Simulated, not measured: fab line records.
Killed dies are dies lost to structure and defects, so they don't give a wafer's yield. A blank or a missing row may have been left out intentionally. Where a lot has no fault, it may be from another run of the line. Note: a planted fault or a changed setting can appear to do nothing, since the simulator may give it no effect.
What tool caused it? || flow gf180mcu || 21 wafers sampled from 7 lots at 1 step of a route of 602

WHAT EACH GAUGE READ, for each wafer
GF_M1_CD_MEAS_14: the cd target is 230 nm.
{"lot": "L626", "measured": "day 17 13:53", "on": "cd_sem-01", "cd_nm (nm)": "230.0 229.3 228.5"}
{"lot": "L631", "measured": "day 19 19:23", "on": "cd_sem-02", "cd_nm (nm)": "230.7 230.3 231.8"}
{"lot": "L634", "measured": "day 20 10:23", "on": "cd_sem-01", "cd_nm (nm)": "229.5 227.5 229.2"}
{"lot": "L640", "measured": "day 22 13:56", "on": "cd_sem-01", "cd_nm (nm)": "229.9 230.3 230.6"}
{"lot": "L642", "measured": "day 23 05:02", "on": "cd_sem-02", "cd_nm (nm)": "229.6 229.6 228.4"}
{"lot": "L646", "measured": "day 24 13:43", "on": "cd_sem-02", "cd_nm (nm)": "230.9 229.8 229.1"}
{"lot": "L648", "measured": "day 25 06:34", "on": "cd_sem-01", "cd_nm (nm)": "229.6 229.4 229.0"}

TOOL THAT RAN EACH LOT (tool first, then ch and the chambers of the sampled wafers, then the start)
The record shows no process step preceding these readings.

THE ANSWER, worked out from the rows above alone
Rule: the lots themselves supply what counts as usual. Put in order of their means at a reading, lots are off if they are a third of the lots or fewer, leave a main group of 4 or more, and stand apart from it by a gap of 3 or more times the standard deviation of the main group's means; of several such gaps the widest counts. A main group is skipped when, at the precision printed for the reading in the tables above, its means are all equal. Also off: a lot with no number at a reading for which 4 or more lots have one. Where the step has rows for the other lots, those lots are counted as sound.
No lot is off at any reading shown: from this, nothing can be told.

WHAT THE SIMULATOR HAD PUT IN
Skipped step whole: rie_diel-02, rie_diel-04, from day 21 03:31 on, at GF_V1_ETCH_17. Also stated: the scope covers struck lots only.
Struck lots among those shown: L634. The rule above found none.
